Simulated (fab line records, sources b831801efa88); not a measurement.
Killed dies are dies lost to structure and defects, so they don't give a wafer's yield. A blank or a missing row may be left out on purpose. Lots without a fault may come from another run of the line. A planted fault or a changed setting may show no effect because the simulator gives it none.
fab line records | flow sky130
record lots=24 wafers=72 last_day=50
route steps=708 shown METAL1@439 VIA2@531 METAL3@565 VIA3@576 METAL4@598
lots that met no fault: from a run of the same line without faults
start_h: hours from the record's first day to the start of the lot's first wafer shown | wait_h: hours since the lot's step before | " the same as in the row above | L1.1+2: a row that stands for several wafers | - no value, or no start given | * or withheld: withheld | < > ~ a bound
route shown NAME@n: a module of which the file shows steps, and the number in the route of the first | usual: mean/standard deviation of fault-free wafers | same: alike in all rows | chamber/n: place in a boat | sites: the reading at each site | _std_site: their standard deviation | _edge_site: outer sites' mean less inner sites' | radius_mm: how far each site lies from the wafer's centre | mask NAME#n: copy n | behind: the tool/chamber that last shaped the wafer | hold: why the lot was held/for how many hours/how that ended | device: the transistor (n, p or np) that didn't switch | end of line: the same wafers' tests at the end of the route | a step without rows: its recipe alone | killed: dies lost to structure and defects at the first sort, not the wafer's yield | map: a wafer's dies, x killed, . not, _ none there
set.NAME: the setting as run; set.NAME@STEP: as run at that earlier step | model.NAME: the simulator's own value behind a step, which no gauge read
steps of the route over a sample of lots; a table a step, a row a wafer
services: from which hour (start_h, from the record's first day; less than 0 if before it) a tool's chamber was out of use, for how many hours, and why
## steps
# step SKY_METAL1_RS_MEAS_05
# recipe thk_meas_gauge=four-point-probe reads=TiN_of_METAL1_SPUTTER_04+Ti_of_METAL1_SPUTTER_03+AlCu_of_METAL1_SPUTTER_02+TiN_of_METAL1_SPUTTER_01+Ti_of_METAL1_SPUTTER_00
# usual METAL1_ALCU_RS=0.1266/0.0016
# columns lot.wafer tool chamber start_h wait_h METAL1_ALCU_RS[ohm/sq]
L074.1 film_metro-02 - 733.93 0.0 0.1288
L074.3 " - " " 0.1267
L074.4 " - " " 0.1272
L075.1 film_metro-04 - 737.63 0.0 0.1259
L075.4 " - " " 0.1267
L075.6 " - " " 0.1253
L076.1 film_metro-04 - 742.78 0.0 0.1269
L076.3 " - " " 0.1264
L076.6 " - " " 0.1261
L077.1 film_metro-02 - 760.27 0.0 0.1256
L077.5 " - " " 0.1265
L077.6 " - " " 0.1260
L078.2 film_metro-03 - 761.19 0.0 0.1281
L078.3 " - " " 0.1254
L078.4 " - " " 0.1270
L079.2 film_metro-02 - 777.50 0.0 0.1284
L079.3 " - " " 0.1282
L079.5 " - " " 0.1259
L080.2 film_metro-02 - 790.65 0.0 0.1270
L080.4 " - " " 0.1257
L080.5 " - " " 0.1257
L081.1 film_metro-03 - 794.26 0.0 0.1258
L081.3 " - " " 0.1255
L081.6 " - " " 0.1242
L082.1 film_metro-04 - 802.83 0.0 0.1269
L082.4 " - " " 0.1233
L082.5 " - " " 0.1272
L084.1 film_metro-04 - 815.49 0.0 0.1278
L084.4 " - " " 0.1246
L084.5 " - " " 0.1222
L083.3 film_metro-04 - 815.86 0.1 0.1267
L083.4 " - " " 0.1240
L083.5 " - " " 0.1243
L085.1 film_metro-04 - 824.32 0.0 0.1268
L085.4 " - " " 0.1278
L085.6 " - " " 0.1263
L086.1 film_metro-04 - 828.94 0.0 0.1278
L086.4 " - " " 0.1264
L086.5 " - " " 0.1277
L087.2 film_metro-04 - 844.31 0.0 0.1246
L087.4 " - " " 0.1273
L087.6 " - " " 0.1244
L088.3 film_metro-02 - 848.19 0.1 0.1270
L088.4 " - " " 0.1296
L088.6 " - " " 0.1237
L089.1 film_metro-03 - 864.82 0.0 0.1252
L089.3 " - " " 0.1279
L089.5 " - " " 0.1273
L090.3 film_metro-02 - 868.41 0.1 0.1256
L090.5 " - " " 0.1277
L090.6 " - " " 0.1266
L091.3 film_metro-03 - 873.51 0.1 0.1257
L091.5 " - " " 0.1263
L091.6 " - " " 0.1284
L092.2 film_metro-03 - 876.99 0.0 0.1268
L092.3 " - " " 0.1262
L092.6 " - " " 0.1262
L093.1 film_metro-04 - 887.06 0.0 0.1308
L093.4 " - " " 0.1268
L093.5 " - " " 0.1296
L095.2 film_metro-02 - 891.44 0.0 0.1256
L095.4 " - " " 0.1259
L095.5 " - " " 0.1254
L094.1 film_metro-02 - 896.87 0.0 0.1269
L094.3 " - " " 0.1279
L094.4 " - " " 0.1279
L096.1 film_metro-04 - 899.77 0.0 0.1272
L096.2 " - " " 0.1240
L096.4 " - " " 0.1249
L097.1 film_metro-04 - 919.78 0.1 0.1261
L097.2 " - " " 0.1262
L097.3 " - " " 0.1270
# step SKY_VIA2_CMP_24
# recipe stop_on=SiO2 t_overpolish_s=20 down_force_psi=3.5 platen_rpm=60 target_thk_nm=0 pad_velocity_m_s=0.94248
# usual motor_current_A=10.5/0.86 overpolish_run_s=20.000/0.0087 time_to_endpoint_s=102/5.1
# columns lot.wafer tool chamber start_h wait_h motor_current_A overpolish_run_s time_to_endpoint_s
L074.1 cmp-01 3 847.91 0.1 10.2 19.998 108
L074.3 " 0 " " 10.0 19.995 103
L074.4 " 1 " " 8.4 20.004 106
L075.4 cmp-01 0 850.50 0.0 10.5 20.005 98
L075.1 " 1 " " 8.6 19.996 105
L075.6 " 1 " " 8.8 19.998 108
L076.3 cmp-02 0 855.80 0.0 9.4 20.025 100
L076.1 " 1 " " 10.5 19.999 104
L076.6 " 1 " " 11.3 20.001 100
L077.1 cmp-01 3 873.45 0.1 10.4 20.001 112
L077.5 " 1 " " 9.1 20.008 114
L077.6 " 2 " " 11.1 19.999 108
L078.2 cmp-02 2 873.97 0.0 10.6 20.009 101
L078.3 " 3 " " 11.1 19.993 103
L078.4 " 0 " " 9.5 19.998 95
L079.3 cmp-01 2 889.17 0.0 11.7 20.004 96
L079.2 " 0 " " 9.5 20.004 98
L079.5 " 3 " " 10.8 19.988 103
L080.2 cmp-01 3 901.82 0.1 10.0 20.000 106
L080.4 " 0 " " 10.2 19.985 101
L080.5 " 3 " " 10.1 20.000 105
L081.3 cmp-02 1 904.07 0.0 10.6 19.995 94
L081.1 " 0 " " 10.1 20.020 93
L081.6 " 1 " " 10.6 20.010 94
L082.4 cmp-01 0 912.53 0.1 10.5 20.003 103
L082.1 " 2 " " 11.8 20.006 104
L082.5 " 0 " " 9.8 20.002 102
L083.4 cmp-02 2 923.78 0.0 10.9 20.003 103
L083.3 " 1 " " 11.1 19.998 105
L083.5 " 2 " " 10.7 20.012 100
L084.1 cmp-02 1 924.28 0.1 11.1 20.002 99
L084.4 " 3 " " 11.0 20.000 102
L084.5 " 1 " " 10.9 19.989 99
L085.4 cmp-01 2 933.48 0.1 11.9 19.978 103
L085.1 " 0 " " 10.1 20.004 100
L085.6 " 2 " " 11.3 19.993 103
L086.4 cmp-02 2 935.46 0.1 11.9 20.002 102
L086.1 " 0 " " 9.9 19.992 97
L086.5 " 2 " " 10.9 20.017 98
L087.2 cmp-01 2 950.93 0.0 11.6 19.993 105
L087.4 " 1 " " 9.0 20.003 112
L087.6 " 2 " " 10.9 20.012 107
L088.3 cmp-01 1 954.25 0.0 8.8 19.984 111
L088.4 " 3 " " 10.6 20.020 111
L088.6 " 1 " " 8.2 19.989 111
L089.1 cmp-02 2 969.53 0.1 11.1 20.002 104
L089.3 " 3 " " 10.9 19.999 98
L089.5 " 0 " " 9.8 19.999 97
L090.3 cmp-02 2 975.30 0.4 11.9 19.989 97
L090.5 " 1 " " 10.6 19.999 100
L090.6 " 2 " " 11.3 20.008 96
L091.3 cmp-02 3 978.82 0.0 11.3 20.010 100
L091.6 " 3 " " 10.7 20.004 103
L091.5 " 0 " " 10.2 20.011 98
L092.2 cmp-02 3 981.62 0.0 11.3 20.017 101
L092.3 " 2 " " 11.4 20.012 99
L092.6 " 3 " " 11.1 20.000 98
L093.4 cmp-02 3 989.87 0.0 10.6 19.988 98
L093.1 " 0 " " 10.1 19.999 95
L093.5 " 0 " " 9.6 19.987 93
L095.4 cmp-02 1 993.31 0.1 10.7 19.989 96
L095.2 " 3 " " 11.1 19.988 99
L095.5 " 0 " " 9.8 19.990 93
L094.1 cmp-02 1 999.48 0.1 11.2 20.012 98
L094.4 " 2 " " 9.9 20.001 95
L094.3 " 0 " " 9.8 20.000 95
L096.4 cmp-01 2 1003.76 0.0 11.5 20.005 103
L096.1 " 3 " " 10.6 20.009 111
L096.2 " 0 " " 10.4 19.983 101
L097.2 cmp-02 3 1020.99 0.1 11.4 19.989 100
L097.3 " 0 " " 10.0 19.991 97
L097.1 " 1 " " 10.6 19.992 99
# step SKY_METAL3_DESCUM_15
# recipe chemistry=O2 source_power_w=150 bias_power_w=0 pressure_mtorr=10 temp_c=40 time_s=8
# usual drypump_motor_current_A=5.6/0.37 oes_product_au=1.004/0.011
# columns lot.wafer tool chamber start_h wait_h drypump_motor_current_A oes_product_au rf_hours_counter_h
L074.1 rie_metal-02 1 900.35 0.0 5.8 1.027 0
L074.3 " 0 " " 5.5 1.027 -
L074.4 " 1 " " 5.8 1.027 -
L075.1 rie_metal-02 1 902.02 0.0 5.8 1.023 0
L075.4 " 0 " " 5.5 1.009 -
L075.6 " 0 " " 5.5 1.013 -
L076.1 rie_metal-02 1 907.40 0.0 5.7 1.021 1
L076.3 " 1 " " 5.7 1.017 -
L076.6 " 1 " " 5.7 1.019 -
L077.1 rie_metal-03 1 925.17 0.0 5.4 0.985 15
L077.5 " 0 " " 5.9 1.006 -
L077.6 " 1 " " 5.4 0.993 -
L078.2 rie_metal-01 1 925.67 0.0 6.0 0.998 -
L078.3 " 1 " " 6.0 1.005 -
L078.4 " 1 " " 6.0 1.003 -
L079.2 rie_metal-01 1 940.41 0.0 6.0 1.009 -
L079.3 " 1 " " 6.0 1.012 -
L079.5 " 1 " " 6.0 1.006 -
L080.2 rie_metal-01 1 952.71 0.0 6.0 1.002 3
L080.4 " 0 " " 4.9 0.995 -
L080.5 " 1 " " 6.0 0.999 -
L081.1 rie_metal-02 0 954.16 0.0 5.5 1.006 6
L081.3 " 1 " " 5.8 1.017 -
L081.6 " 1 " " 5.7 1.020 -
L082.1 rie_metal-02 0 962.20 0.0 5.5 0.998 7
L082.4 " 0 " " 5.5 0.999 -
L082.5 " 1 " " 5.7 1.016 -
L083.3 rie_metal-01 0 973.61 0.0 4.9 0.990 -
L083.4 " 1 " " 6.0 1.008 -
L083.5 " 0 " " 4.9 0.992 -
L084.1 rie_metal-03 0 973.95 0.0 5.9 0.993 15
L084.4 " 1 " " 5.4 0.987 -
L084.5 " 0 " " 5.9 0.996 -
L085.1 rie_metal-03 1 983.47 0.0 5.5 0.984 18
L085.4 " 1 " " 5.5 0.983 -
L085.6 " 0 " " 5.9 0.997 -
L086.1 rie_metal-01 1 983.82 0.0 6.0 1.002 5
L086.4 " 1 " " 6.0 1.008 -
L086.5 " 0 " " 4.8 1.012 -
L087.2 rie_metal-03 0 1003.40 0.0 5.9 1.015 17
L087.4 " 0 " " 5.9 1.011 -
L087.6 " 0 " " 5.9 1.010 -
L088.3 rie_metal-01 0 1003.76 0.0 4.9 1.003 -
L088.4 " 1 " " 6.0 1.002 -
L088.6 " 0 " " 4.8 1.000 -
L089.1 rie_metal-03 1 1016.51 0.0 5.5 0.993 20
L089.3 " 0 " " 5.9 1.019 -
L089.5 " 0 " " 5.9 1.012 -
L090.3 rie_metal-02 0 1022.78 0.0 5.5 1.009 -
L090.5 " 1 " " 5.8 1.015 -
L090.6 " 0 " " 5.5 1.005 -
L091.3 rie_metal-03 0 1026.33 0.0 5.9 1.017 -
L091.5 " 0 " " 5.9 1.007 -
L091.6 " 1 " " 5.4 0.987 -
L092.2 rie_metal-01 0 1029.35 0.0 4.9 0.998 5
L092.3 " 1 " " 6.0 0.990 -
L092.6 " 0 " " 4.9 1.009 -
L093.1 rie_metal-03 1 1036.70 0.0 5.5 0.981 21
L093.4 " 1 " " 5.5 0.989 -
L093.5 " 0 " " 5.9 1.003 -
L095.2 rie_metal-02 0 1039.13 0.0 5.5 1.002 -
L095.4 " 0 " " 5.5 0.996 -
L095.5 " 0 " " 5.5 1.006 -
L094.1 rie_metal-02 1 1045.56 0.0 5.8 1.025 7
L094.3 " 0 " " 5.5 0.993 -
L094.4 " 1 " " 5.7 1.013 -
L096.1 rie_metal-01 0 1050.00 0.0 4.9 1.003 6
L096.2 " 1 " " 6.0 1.001 8
L096.4 " 1 " " 6.0 1.005 -
L097.1 rie_metal-01 1 1065.75 0.0 6.0 0.999 9
L097.2 " 0 " " 4.9 1.017 7
L097.3 " 0 " " 4.9 1.017 -
# step SKY_VIA3_BOW_MEAS_03
# recipe mode=bow
# usual VIA3_BOW=80/8.7
# columns lot.wafer tool chamber start_h wait_h VIA3_BOW[um]
L074.1 film_metro-04 - 901.94 0.1 81
L074.3 " - " " 80
L074.4 " - " " 90
L075.1 film_metro-04 - 903.75 0.1 85
L075.4 " - " " 82
L075.6 " - " " 80
L076.1 film_metro-04 - 908.85 0.1 72
L076.3 " - " " 92
L076.6 " - " " 96
L077.1 film_metro-02 - 926.79 0.1 76
L077.5 " - " " 88
L077.6 " - " " 86
L078.2 film_metro-02 - 927.29 0.2 86
L078.3 " - " " 82
L078.4 " - " " 91
L079.2 film_metro-02 - 942.00 0.2 73
L079.3 " - " " 82
L079.5 " - " " 79
L080.2 film_metro-02 - 954.63 0.2 66
L080.4 " - " " 62
L080.5 " - " " 65
L081.1 film_metro-04 - 955.74 0.1 86
L081.3 " - " " 79
L081.6 " - " " 78
L082.1 film_metro-04 - 963.67 0.2 67
L082.4 " - " " 84
L082.5 " - " " 85
L083.3 film_metro-04 - 975.30 0.2 72
L083.4 " - " " 88
L083.5 " - " " 82
L084.1 film_metro-04 - 975.85 0.1 80
L084.4 " - " " 85
L084.5 " - " " 84
L085.1 film_metro-04 - 984.92 0.2 78
L085.4 " - " " 76
L085.6 " - " " 70
L086.1 film_metro-04 - 985.38 0.1 76
L086.4 " - " " 75
L086.5 " - " " 66
L087.2 film_metro-04 - 1004.91 0.2 81
L087.4 " - " " 82
L087.6 " - " " 80
L088.3 film_metro-01 - 1005.24 0.2 75
L088.4 " - " " 74
L088.6 " - " " 79
L089.1 film_metro-02 - 1017.98 0.1 96
L089.3 " - " " 80
L089.5 " - " " 91
L090.3 film_metro-01 - 1024.26 0.3 75
L090.5 " - " " 64
L090.6 " - " " 76
L091.3 film_metro-02 - 1028.38 0.2 88
L091.5 " - " " 91
L091.6 " - " " 80
L092.2 film_metro-02 - 1031.66 0.2 81
L092.3 " - " " 72
L092.6 " - " " 75
L093.1 film_metro-01 - 1038.15 0.1 81
L093.4 " - " " 82
L093.5 " - " " 90
L095.2 film_metro-01 - 1040.72 0.2 81
L095.4 " - " " 71
L095.5 " - " " 72
L094.1 film_metro-01 - 1047.03 0.1 91
L094.3 " - " " 94
L094.4 " - " " 103
L096.1 film_metro-04 - 1051.45 0.2 85
L096.2 " - " " 87
L096.4 " - " " 71
L097.1 film_metro-02 - 1067.21 0.1 77
L097.2 " - " " 74
L097.3 " - " " 66
# step SKY_VIA3_CD_MEAS_12
# recipe target_cd_nm=200
# usual cd_nm=199.3/1.5
# columns lot.wafer tool chamber start_h wait_h cd_nm
L074.1 cd_sem-02 - 927.11 - 198.0
L074.3 " - " " 198.3
L074.4 " - " " 198.1
L075.1 cd_sem-02 - 928.40 - 200.8
L075.4 " - " " 201.0
L075.6 " - " " 201.8
L076.1 cd_sem-02 - 933.26 - 198.5
L076.3 " - " " 196.7
L076.6 " - " " 197.9
L077.1 cd_sem-02 - 951.45 - 200.1
L077.5 " - " " 200.6
L077.6 " - " " 201.3
L078.2 cd_sem-02 - 951.87 - 200.3
L078.3 " - " " 199.7
L078.4 " - " " 202.2
L079.2 cd_sem-02 - 965.42 - 198.0
L079.3 " - " " 198.4
L079.5 " - " " 199.5
L080.2 cd_sem-01 - 978.67 - 200.3
L080.4 " - " " 201.5
L080.5 " - " " 201.9
L081.1 cd_sem-01 - 980.06 - 196.6
L081.3 " - " " 197.3
L081.6 " - " " 197.0
L082.1 cd_sem-01 - 986.75 - 197.2
L082.4 " - " " 198.1
L082.5 " - " " 196.4
L083.3 cd_sem-01 - 999.29 - 198.8
L083.4 " - " " 200.8
L083.5 " - " " 197.9
L084.1 cd_sem-02 - 999.90 - 202.1
L084.4 " - " " 199.5
L084.5 " - " " 199.8
L085.1 cd_sem-01 - 1007.80 - 198.9
L085.4 " - " " 199.6
L085.6 " - " " 198.2
L086.1 cd_sem-02 - 1008.50 - 199.9
L086.4 " - " " 198.4
L086.5 " - " " 198.6
L087.2 cd_sem-02 - 1027.92 - 196.6
L087.4 " - " " 198.5
L087.6 " - " " 196.9
L088.3 cd_sem-01 - 1028.29 - 198.5
L088.4 " - " " 199.0
L088.6 " - " " 199.9
L089.1 cd_sem-01 - 1039.91 - 195.6
L089.3 " - " " 198.5
L089.5 " - " " 198.3
L090.3 cd_sem-01 - 1046.64 - 200.1
L090.5 " - " " 200.2
L090.6 " - " " 200.8
L091.3 cd_sem-01 - 1050.59 - 199.2
L091.5 " - " " 200.1
L091.6 " - " " 200.5
L092.2 cd_sem-01 - 1053.32 - 198.3
L092.3 " - " " 199.1
L092.6 " - " " 198.7
L093.1 cd_sem-01 - 1060.15 - 199.5
L093.4 " - " " 199.1
L093.5 " - " " 198.9
L095.2 cd_sem-02 - 1062.33 - 197.1
L095.4 " - " " 198.4
L095.5 " - " " 198.3
L094.1 cd_sem-01 - 1068.35 - 199.8
L094.3 " - " " 200.0
L094.4 " - " " 200.2
L096.1 cd_sem-02 - 1072.02 - 200.7
L096.2 " - " " 201.2
L096.4 " - " " 201.7
L097.1 cd_sem-02 - 1087.95 - 201.5
L097.2 " - " " 200.7
L097.3 " - " " 202.0
# step SKY_METAL4_SPUTTER_00
# recipe material=Ti target_thk_nm=15 power_w=3000 time_s=10 chamber_pressure_pa=0.4
# usual cathode_dc_power_W=2999.9/0.53 throttle_valve_pct=30.2/0.75
# columns lot.wafer tool chamber start_h wait_h cathode_dc_power_W throttle_valve_pct
L074.1 pvd_sputter-03 - 929.11 0.1 2999.1 30.4
L074.3 " - " " 2998.9 29.8
L074.4 " - " " 3000.6 29.7
L075.1 pvd_sputter-04 - 929.92 0.2 2998.9 31.2
L075.4 " - " " 2999.6 30.6
L075.6 " - " " 2999.2 31.4
L076.1 pvd_sputter-03 - 934.78 0.2 3000.6 30.4
L076.3 " - " " 2999.3 29.6
L076.6 " - " " 2999.5 29.9
L077.1 pvd_sputter-03 - 953.00 0.1 2999.4 29.9
L077.5 " - " " 3000.1 29.7
L077.6 " - " " 3000.5 30.6
L078.2 pvd_sputter-03 - 953.71 0.2 2998.8 30.7
L078.3 " - " " 2999.0 29.9
L078.4 " - " " 3000.1 29.7
L079.2 pvd_sputter-02 - 967.14 0.2 3000.4 30.7
L079.3 " - " " 2999.2 29.2
L079.5 " - " " 2999.5 28.6
L080.2 pvd_sputter-03 - 980.34 0.1 3000.1 30.7
L080.4 " - " " 2999.9 29.8
L080.5 " - " " 3000.3 30.4
L081.1 pvd_sputter-02 - 981.58 0.2 3000.5 29.0
L081.3 " - " " 2999.5 30.7
L081.6 " - " " 3000.4 30.7
L082.1 pvd_sputter-02 - 988.26 0.1 3000.1 28.9
L082.4 " - " " 2999.6 29.1
L082.5 " - " " 3000.8 30.7
L083.3 pvd_sputter-03 - 1000.76 0.2 3000.4 30.4
L083.4 " - " " 3000.1 30.6
L083.5 " - " " 2999.5 30.8
L084.1 pvd_sputter-04 - 1001.41 0.1 3000.4 31.3
L084.4 " - " " 3000.5 31.1
L084.5 " - " " 3000.5 31.2
L085.1 pvd_sputter-04 - 1009.32 0.1 3000.3 31.4
L085.4 " - " " 3001.1 30.5
L085.6 " - " " 3000.6 30.0
L086.1 pvd_sputter-04 - 1010.19 0.1 2999.8 30.4
L086.4 " - " " 3000.0 30.0
L086.5 " - " " 3000.0 31.0
L087.2 pvd_sputter-03 - 1030.44 0.2 3000.1 30.5
L087.4 " - " " 3000.3 30.5
L087.6 " - " " 3000.5 29.9
L088.3 pvd_sputter-03 - 1030.74 0.1 2999.6 29.6
L088.4 " - " " 2998.8 29.7
L088.6 " - " " 3000.7 30.5
L089.1 pvd_sputter-02 - 1041.77 0.1 2999.9 28.7
L089.3 " - " " 2999.9 28.8
L089.5 " - " " 3000.5 30.9
L090.3 pvd_sputter-04 - 1048.11 0.1 3000.3 31.4
L090.5 " - " " 3000.0 31.2
L090.6 " - " " 2999.4 29.5
L091.3 pvd_sputter-04 - 1052.15 0.1 3000.6 29.9
L091.5 " - " " 2999.5 31.3
L091.6 " - " " 3000.7 30.0
L092.2 pvd_sputter-02 - 1054.90 0.2 3000.6 28.7
L092.3 " - " " 2999.6 28.8
L092.6 " - " " 2999.6 29.0
L093.1 pvd_sputter-03 - 1061.70 0.2 3000.0 30.8
L093.4 " - " " 2999.8 29.6
L093.5 " - " " 2999.5 30.7
L095.2 pvd_sputter-04 - 1064.00 0.2 2999.5 31.3
L095.4 " - " " 2999.9 29.8
L095.5 " - " " 2999.9 29.6
L094.1 pvd_sputter-02 - 1070.21 0.2 3000.6 28.9
L094.3 " - " " 2999.8 28.9
L094.4 " - " " 2999.8 30.7
L096.1 pvd_sputter-04 - 1074.38 0.1 3000.3 31.3
L096.2 " - " " 3000.6 31.3
L096.4 " - " " 2999.3 30.7
L097.1 pvd_sputter-03 - 1089.52 0.2 2999.6 30.4
L097.2 " - " " 3000.4 29.8
L097.3 " - " " 3000.3 30.7
## services
# columns tool chamber start_h hours kind
cmp-02 - 825.01 0.3 repair
cmp-01 - 828.08 0.4 repair
rie_metal-02 - 836.66 0.2 repair
cmp-01 - 840.32 3.9 repair
cmp-02 - 858.69 2.2 repair
rie_metal-02 - 874.29 1.4 pm
pvd_sputter-04 - 904.86 0.8 repair
cmp-02 - 908.55 2.2 repair
cmp-02 - 920.52 1.4 repair
cmp-01 - 922.82 4.0 pm
rie_metal-02 - 953.26 0.6 repair
cmp-02 - 964.89 2.0 repair
cmp-02 - 973.13 1.3 repair
pvd_sputter-03 - 980.56 1.7 repair
pvd_sputter-03 - 981.29 2.4 repair
pvd_sputter-03 - 1007.04 9.2 repair
pvd_sputter-03 - 1015.63 1.5 repair
cmp-02 - 1023.69 7.2 pm
cmp-02 - 1030.87 4.6 pm
pvd_sputter-03 - 1065.68 2.2 repair
pvd_sputter-03 - 1078.53 2.4 repair
cmp-02 - 1078.63 1.6 repair
cmp-02 - 1084.28 4.0 pm
cmp-01 - 1085.69 1.4 repair
## key
fault none
